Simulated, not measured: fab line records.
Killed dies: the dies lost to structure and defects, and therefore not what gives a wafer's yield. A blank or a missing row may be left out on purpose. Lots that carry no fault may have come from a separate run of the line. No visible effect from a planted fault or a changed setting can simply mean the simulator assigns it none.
A struck lot beside a sound one    flow sky130    20 steps out of a route of 708
Sound: the wafers L648.1, L648.2, L648.4. Struck: wafers L655.1, L655.5, L655.6. The cause is given at the end.
For every step that has rows: the tool of each side, followed by ch and its chambers, followed by its first start. Under that, the readings that differ: sound wafers    struck wafers    difference of the means    sigmas: that difference in standard deviations of wafers without a fault.
alike: a reading whose means differ by less than 2 such deviations, as well as words and numbers matching on both sides. not compared: withheld readings; readings where some wafer has no value; bounds like >300 that might hide an equal value; numbers whose values overlap and for which the record gives no deviation.
Wherever a step has rows on one side only, a row that says differs or no value, or a row with sigmas, the two part there. Numbers that don't overlap but have no deviation are shown without sigmas and don't part them. A reading that every wafer of one side lacks parts them only if that side has two wafers or more.

SKY_METAL4_METAL_ETCH_18: etches the open film in Cl2/BCl3, stops on SiO2, target depth 845 nm, time 183.1 s.
  sound on rie_metal-03 ch 0,1, day 43 07:37; struck on rie_metal-01 ch 0,1, day 45 02:26
  alike: bias_w, drypump_motor_current_A, oes_product_au, throttle_valve_pct
  not compared: rf_hours_counter_h
SKY_METAL4_STRIP_19: strips in O2/N2.
  sound on plasma_asher-02 ch 0,1, day 43 07:48; struck on plasma_asher-02 ch 0,1, day 45 02:37
  alike: drypump_motor_current_A, n2_flow_sccm, oes_product_au, strip_time_to_endpoint_s
  not compared: rf_hours_counter_h
then, 4 steps without rows for these wafers: SKY_METAL4_STRIP_20 (strips in post etch residue remover, time 1200 s); SKY_METAL4_CLEAN_21 (cleans in IPA, time 180 s); SKY_METAL4_CLEAN_22 (cleans in O3/DIW); SKY_VIA4_HDPCVD_00 (deposits SiO2, target thk 1750 nm, time 287.7 s).
SKY_VIA4_THK_MEAS_01:
  struck on film_metro-02, day 45 03:34; sound on film_metro-01, day 43 08:40
  alike: VIA4_HDPCVD_THK
SKY_VIA4_CMP_02: polishes SiO2.
  sound on cmp-01 ch 0,1,3, day 43 08:46; struck on cmp-01 ch 0,1, day 45 03:40
  alike: motor_current_A
SKY_VIA4_BOW_MEAS_03:
  struck on film_metro-04, day 45 03:55; sound on film_metro-02, day 43 09:01
  alike: VIA4_BOW
then, 3 steps without rows for these wafers: SKY_VIA4_DEHYDRATE_04 (time 60 s); SKY_VIA4_HMDS_05 (prime time 60 s); SKY_VIA4_COAT_06 (resist thk 1140 nm).
SKY_VIA4_SOFTBAKE_07: time 60 s.
  sound on litho_track-02 ch 0, day 43 20:37; struck on litho_track-01 ch 0, day 45 14:52
reading           sound              struck                difference  sigmas
run_length_s (s)  89.23 89.27 89.30  107.81 107.79 107.84  +18.55      +98
then, 3 steps without rows for these wafers: SKY_VIA4_EXPOSE_08 (exposes mask VIM4, target cd 800 nm); SKY_VIA4_PEB_09; SKY_VIA4_DEVELOP_10 (develop time 60 s).
SKY_VIA4_OVL_MEAS_11:
  struck on overlay-01, day 46 00:42; sound on overlay-01, day 44 07:24
  alike: VIA4_OVL
SKY_VIA4_ETCH_12: etches SiO2 in C4F8/O2/Ar, stops on TiN, target depth 580 nm.
  sound on rie_diel-01 ch 0,1,2, day 44 07:26; struck on rie_diel-01 ch 0,2,3, day 46 00:44
reading                                    sound            struck          difference  sigmas
model.NOVOLAK_of_VIA4_COAT_06.thk_nm (nm)  1002 1001 997.4  1005 1005 1011  +7          
  alike: bias_w, oes_product_au
SKY_VIA4_STRIP_13: strips in O2/N2.
  sound on plasma_asher-04 ch 0,1, day 44 07:31; struck on plasma_asher-03 ch 0,1, day 46 00:49
  alike: drypump_motor_current_A, n2_flow_sccm, oes_product_au, strip_time_to_endpoint_s
  not compared: rf_hours_counter_h
-- the record jumps here: 3 days lie between the struck wafers' starts before and after (it left off in module VIA4 and takes up again in module PAD_OPEN, whose first step shown is number 708 of the route) --
SKY_PAD_OPEN_PROBE_99:
  struck on prober-01, day 48 18:29; sound on prober-02, day 47 03:04
reading                   sound           struck          difference  sigmas
defect_limited_yield (%)  84.1 84.3 80.9  78.0 79.7 78.7  -4.3        -2
killed_at_M0_to_M3        37 39 41        61 57 49        +17         +2
killed_dies               78 77 94        108 100 105     +21         +2
sort_bin_6_memory (%)     5.9 4.9 4.1     7.5 6.5 8.7     +2.6        +2
sort_n_pass               414 415 398     384 392 387     -21         -2
sort_yield_pct (%)        84.1 84.3 80.9  78.0 79.7 78.7  -4.3        -2
  alike: killed_at_M4_up, killed_at_contacts, killed_at_front_end, killed_at_other, killed_open, killed_short, sort_bin_3_pad_short, sort_bin_5_function

== WHERE THEY PART ==
Last at SKY_PAD_OPEN_PROBE_99 as far as this record goes, first at SKY_VIA4_SOFTBAKE_07.

WHY: what the simulator had put in
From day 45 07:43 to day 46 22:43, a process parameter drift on litho_track-01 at SKY_VIA4_SOFTBAKE_07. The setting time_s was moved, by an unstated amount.
